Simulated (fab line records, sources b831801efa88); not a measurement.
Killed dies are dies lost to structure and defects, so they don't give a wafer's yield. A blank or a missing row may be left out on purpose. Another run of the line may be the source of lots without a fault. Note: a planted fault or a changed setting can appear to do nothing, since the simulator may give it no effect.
Problem report, 8D (eight disciplines) form, completed by code ; flow sfq-line ; the parts of the form that need people (team, actions taken, sign-off) are left out

1. WHAT IS WRONG
Mean of oes-product-au at SFQ_TRILAYER_M6_BARC_OPEN_METAL_ETCH_206: 0.719 a.u. across 3 wafers in 2 lots; on wafers with no fault it is 0.686 a.u. (standard deviation 0.0044). Relative to the usual mean, that is a shift of +7.5 standard deviations.
The step: etches BARC in O2, target depth 125 nm, time 41.7 s.
First observed at day 79 19:12: wafer L385.1, on rie-metal-03. Wafers with a number at this step in the record: 18, from 6 lots. By rule, "out" or "out of limits" means more than 4 standard deviations away from the usual mean. Any other wafer with a number is counted as sound.

2. WHAT IT IS; WHAT IT IS NOT
question;is;is not
which readings at this step;oes-product-au;drypump-motor-current-A
which lots;L385, L388;L369, L371, L387, L389
which wafers of those lots;L385.1, L385.2, L388.2;L385.6, L388.3, L388.4
read on which tools;rie-metal-03;rie-metal-01, rie-metal-02
when;from day 79 19:12;"up to then (7 sound wafers); but 8 sound wafers of L387, L388, L389 came after"

3. THE SUSPECTS, EACH WITH WHAT RULES IT OUT
Counting: a tool at a process step up to the reading stays a suspect if it ran every lot that is out. Sound lots after the first of them don't rule it out here, since some wafers of a struck lot are sound.
- rie-metal-03 at SFQ_TRILAYER_M6_BARC_OPEN_METAL_ETCH_206 (etches BARC in O2, target depth 125 nm, time 41.7 s): kept. It processed each lot that is out (first: L385, day 79 19:12); up to then, its last sound lot is L369 (day 72 11:59). On those wafers its own readings are out: oes-product-au.
After counting, what remains is rie-metal-03 at SFQ_TRILAYER_M6_BARC_OPEN_METAL_ETCH_206.

4. THE CAUSE (what the simulator had put in)
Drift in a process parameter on rie-metal-03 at SFQ_TRILAYER_M6_BARC_OPEN_METAL_ETCH_206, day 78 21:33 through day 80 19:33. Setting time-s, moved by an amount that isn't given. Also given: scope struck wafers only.
The count eliminated every tool but this one.

5. THE EFFECT CHAIN, in route order
One row per reading whose mean, taken over the struck wafers that have a number, lies over 3 standard deviations from the usual. Only readings for which the record gives a usual standard deviation are gone through. hours: the time from each lot's start at the first step in this table that gives one to its start at this step, as a median over the lots. sigmas: the change in usual standard deviations.
hours;step;reading;usual;on struck wafers;change;sigmas
0;SFQ_TRILAYER_M6_BARC_OPEN_METAL_ETCH_206;oes-product-au;0.686 a.u.;0.719;+0.033;+7.5
0;SFQ_TRILAYER_M6_BARC_OPEN_METAL_ETCH_206;run-length-s;70.0 s;67.0;-3.0;-3.7
It contains these process steps:
- SFQ_TRILAYER_M6_BARC_OPEN_METAL_ETCH_206: etches BARC in O2, target depth 125 nm, time 41.7 s.
Readings that are blank on the struck wafers while sound wafers have them: rf-fwd-power-W at SFQ_TRILAYER_M6_BARC_OPEN_METAL_ETCH_206.

6. HOW IT WOULD HAVE BEEN CAUGHT EARLIER
The fault began at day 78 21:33; the first out-of-limits reading in this record came at day 79 19:12, 22 hours later.
